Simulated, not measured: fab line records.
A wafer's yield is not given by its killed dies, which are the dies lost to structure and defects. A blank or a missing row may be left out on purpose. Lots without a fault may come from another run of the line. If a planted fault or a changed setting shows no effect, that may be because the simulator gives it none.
Matching of chambers || flow gf180mcu || GF_V3_CMP_26 on cmp-02 has 4 sister chambers
The step polishes, stops on SiO2, t overpolish 16.34 s, target thk 0 nm. 27 wafers are shown with their chamber, then 12 later ones without.

== WAFERS PAIRED WITH THEIR CHAMBERS ==
{"wafer": "L074.1", "chamber": 2, "motor-current-A (A)": 13.5, "time-to-endpoint-s (s)": 80, "slurry-filter-dp-kPa (kPa)": 13.71}
{"wafer": "L074.4", "chamber": 1, "motor-current-A (A)": 10.4, "time-to-endpoint-s (s)": 83, "slurry-filter-dp-kPa (kPa)": 13.63}
{"wafer": "L074.5", "chamber": 1, "motor-current-A (A)": 9.8, "time-to-endpoint-s (s)": 83, "slurry-filter-dp-kPa (kPa)": 13.40}
{"wafer": "L076.1", "chamber": 3, "motor-current-A (A)": 10.5, "time-to-endpoint-s (s)": 81, "slurry-filter-dp-kPa (kPa)": 13.42}
{"wafer": "L076.3", "chamber": 1, "motor-current-A (A)": 10.3, "time-to-endpoint-s (s)": 83, "slurry-filter-dp-kPa (kPa)": 13.34}
{"wafer": "L076.4", "chamber": 2, "motor-current-A (A)": 13.0, "time-to-endpoint-s (s)": 80, "slurry-filter-dp-kPa (kPa)": 13.56}
{"wafer": "L077.1", "chamber": 2, "motor-current-A (A)": 13.7, "time-to-endpoint-s (s)": 81, "slurry-filter-dp-kPa (kPa)": 13.63}
{"wafer": "L077.3", "chamber": 3, "motor-current-A (A)": 10.1, "time-to-endpoint-s (s)": 83, "slurry-filter-dp-kPa (kPa)": 13.60}
{"wafer": "L077.6", "chamber": 2, "motor-current-A (A)": 12.9, "time-to-endpoint-s (s)": 85, "slurry-filter-dp-kPa (kPa)": 13.31}
{"wafer": "L078.1", "chamber": 3, "motor-current-A (A)": 10.0, "time-to-endpoint-s (s)": 80, "slurry-filter-dp-kPa (kPa)": 13.74}
{"wafer": "L078.2", "chamber": 1, "motor-current-A (A)": 11.2, "time-to-endpoint-s (s)": 86, "slurry-filter-dp-kPa (kPa)": 13.43}
{"wafer": "L078.5", "chamber": 3, "motor-current-A (A)": 10.9, "time-to-endpoint-s (s)": 81, "slurry-filter-dp-kPa (kPa)": 13.54}
{"wafer": "L079.1", "chamber": 0, "motor-current-A (A)": 10.5, "time-to-endpoint-s (s)": 81, "slurry-filter-dp-kPa (kPa)": 13.41}
{"wafer": "L079.2", "chamber": 3, "motor-current-A (A)": 10.2, "time-to-endpoint-s (s)": 79, "slurry-filter-dp-kPa (kPa)": 13.38}
{"wafer": "L079.6", "chamber": 3, "motor-current-A (A)": 10.3, "time-to-endpoint-s (s)": 84, "slurry-filter-dp-kPa (kPa)": 13.54}
{"wafer": "L080.3", "chamber": 1, "motor-current-A (A)": 10.2, "time-to-endpoint-s (s)": 86, "slurry-filter-dp-kPa (kPa)": 13.38}
{"wafer": "L080.4", "chamber": 2, "motor-current-A (A)": 13.5, "time-to-endpoint-s (s)": 80, "slurry-filter-dp-kPa (kPa)": 13.65}
{"wafer": "L080.6", "chamber": 2, "motor-current-A (A)": 13.6, "time-to-endpoint-s (s)": 78, "slurry-filter-dp-kPa (kPa)": 13.46}
{"wafer": "L081.2", "chamber": 2, "motor-current-A (A)": 13.7, "time-to-endpoint-s (s)": 80, "slurry-filter-dp-kPa (kPa)": 13.49}
{"wafer": "L081.3", "chamber": 3, "motor-current-A (A)": 10.7, "time-to-endpoint-s (s)": 81, "slurry-filter-dp-kPa (kPa)": 13.68}
{"wafer": "L081.4", "chamber": 0, "motor-current-A (A)": 10.5, "time-to-endpoint-s (s)": 86, "slurry-filter-dp-kPa (kPa)": 13.46}
{"wafer": "L087.2", "chamber": 0, "motor-current-A (A)": 10.6, "time-to-endpoint-s (s)": 81, "slurry-filter-dp-kPa (kPa)": 13.54}
{"wafer": "L087.3", "chamber": 3, "motor-current-A (A)": 10.5, "time-to-endpoint-s (s)": 84, "slurry-filter-dp-kPa (kPa)": 13.53}
{"wafer": "L087.5", "chamber": 0, "motor-current-A (A)": 10.9, "time-to-endpoint-s (s)": 81, "slurry-filter-dp-kPa (kPa)": 13.55}
{"wafer": "L088.2", "chamber": 3, "motor-current-A (A)": 9.8, "time-to-endpoint-s (s)": 84, "slurry-filter-dp-kPa (kPa)": 13.47}
{"wafer": "L088.3", "chamber": 2, "motor-current-A (A)": 13.5, "time-to-endpoint-s (s)": 84, "slurry-filter-dp-kPa (kPa)": 13.45}
{"wafer": "L088.5", "chamber": 0, "motor-current-A (A)": 10.1, "time-to-endpoint-s (s)": 82, "slurry-filter-dp-kPa (kPa)": 13.33}

SIGNATURES, as means of the wafers listed above
{"reading": "motor-current-A", "chamber 0": 10.520, "chamber 1": 10.380, "chamber 2": 13.425, "chamber 3": 10.333, "scatter within a chamber": 0.362}
{"reading": "time-to-endpoint-s", "chamber 0": 82.20, "chamber 1": 84.20, "chamber 2": 81.00, "chamber 3": 81.89, "scatter within a chamber": 2.05}
{"reading": "slurry-filter-dp-kPa", "chamber 0": 13.4580, "chamber 1": 13.4360, "chamber 2": 13.5325, "chamber 3": 13.5444, "scatter within a chamber": 0.117}
Rule: a wafer lies at a distance from a chamber equal to the root of the sum of squares, over the readings, of (its reading less the chamber's mean, divided by the reading's scatter). If the next closest chamber is less than 2 further off than the closest, the wafer can't be placed; otherwise it belongs to the closest. The scatter: the root of (the sum of the squares of (reading less its chamber's mean) over the shown wafers, divided by (wafers less chambers)).

== WAFERS WITH NO CHAMBER GIVEN ==
{"wafer": "L090.3", "motor-current-A (A)": 10.2, "time-to-endpoint-s (s)": 82, "slurry-filter-dp-kPa (kPa)": 13.43}
{"wafer": "L090.4", "motor-current-A (A)": 10.2, "time-to-endpoint-s (s)": 87, "slurry-filter-dp-kPa (kPa)": 13.47}
{"wafer": "L090.6", "motor-current-A (A)": 10.3, "time-to-endpoint-s (s)": 86, "slurry-filter-dp-kPa (kPa)": 13.61}
{"wafer": "L091.2", "motor-current-A (A)": 10.9, "time-to-endpoint-s (s)": 83, "slurry-filter-dp-kPa (kPa)": 13.44}
{"wafer": "L091.3", "motor-current-A (A)": 10.4, "time-to-endpoint-s (s)": 84, "slurry-filter-dp-kPa (kPa)": 13.52}
{"wafer": "L091.5", "motor-current-A (A)": 10.0, "time-to-endpoint-s (s)": 88, "slurry-filter-dp-kPa (kPa)": 13.55}
{"wafer": "L094.3", "motor-current-A (A)": 13.6, "time-to-endpoint-s (s)": 83, "slurry-filter-dp-kPa (kPa)": 13.59}
{"wafer": "L094.4", "motor-current-A (A)": 10.4, "time-to-endpoint-s (s)": 82, "slurry-filter-dp-kPa (kPa)": 13.60}
{"wafer": "L094.6", "motor-current-A (A)": 10.3, "time-to-endpoint-s (s)": 86, "slurry-filter-dp-kPa (kPa)": 13.36}
{"wafer": "L095.2", "motor-current-A (A)": 13.5, "time-to-endpoint-s (s)": 84, "slurry-filter-dp-kPa (kPa)": 13.45}
{"wafer": "L095.3", "motor-current-A (A)": 10.0, "time-to-endpoint-s (s)": 87, "slurry-filter-dp-kPa (kPa)": 13.45}
{"wafer": "L095.6", "motor-current-A (A)": 10.0, "time-to-endpoint-s (s)": 89, "slurry-filter-dp-kPa (kPa)": 13.40}

== THE CHAMBER EACH PASSED THROUGH ==
{"wafer": "L090.3", "from the rows above": "can't be placed: 0 or 3 or 1", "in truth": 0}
{"wafer": "L090.4", "from the rows above": "can't be placed: 1 or 0 or 3", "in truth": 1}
{"wafer": "L090.6", "from the rows above": "can't be placed: 1 or 3 or 0", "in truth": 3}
{"wafer": "L091.2", "from the rows above": "can't be placed: 0 or 1 or 3", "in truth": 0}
{"wafer": "L091.3", "from the rows above": "can't be placed: 1 or 3 or 0", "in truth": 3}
{"wafer": "L091.5", "from the rows above": "can't be placed: 1 or 3 or 0", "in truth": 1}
{"wafer": "L094.3", "from the rows above": 2, "in truth": 2}
{"wafer": "L094.4", "from the rows above": "can't be placed: 3 or 0 or 1", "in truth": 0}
{"wafer": "L094.6", "from the rows above": "can't be placed: 1 or 0 or 3", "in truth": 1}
{"wafer": "L095.2", "from the rows above": 2, "in truth": 2}
{"wafer": "L095.3", "from the rows above": "can't be placed: 1 or 0 or 3", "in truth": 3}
{"wafer": "L095.6", "from the rows above": "can't be placed: 1 or 0 or 3", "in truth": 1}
2 of 12 placed correctly. Can't be placed from these rows: 10 (the true chamber is among the candidates in 10). Placed wrongly: 0.
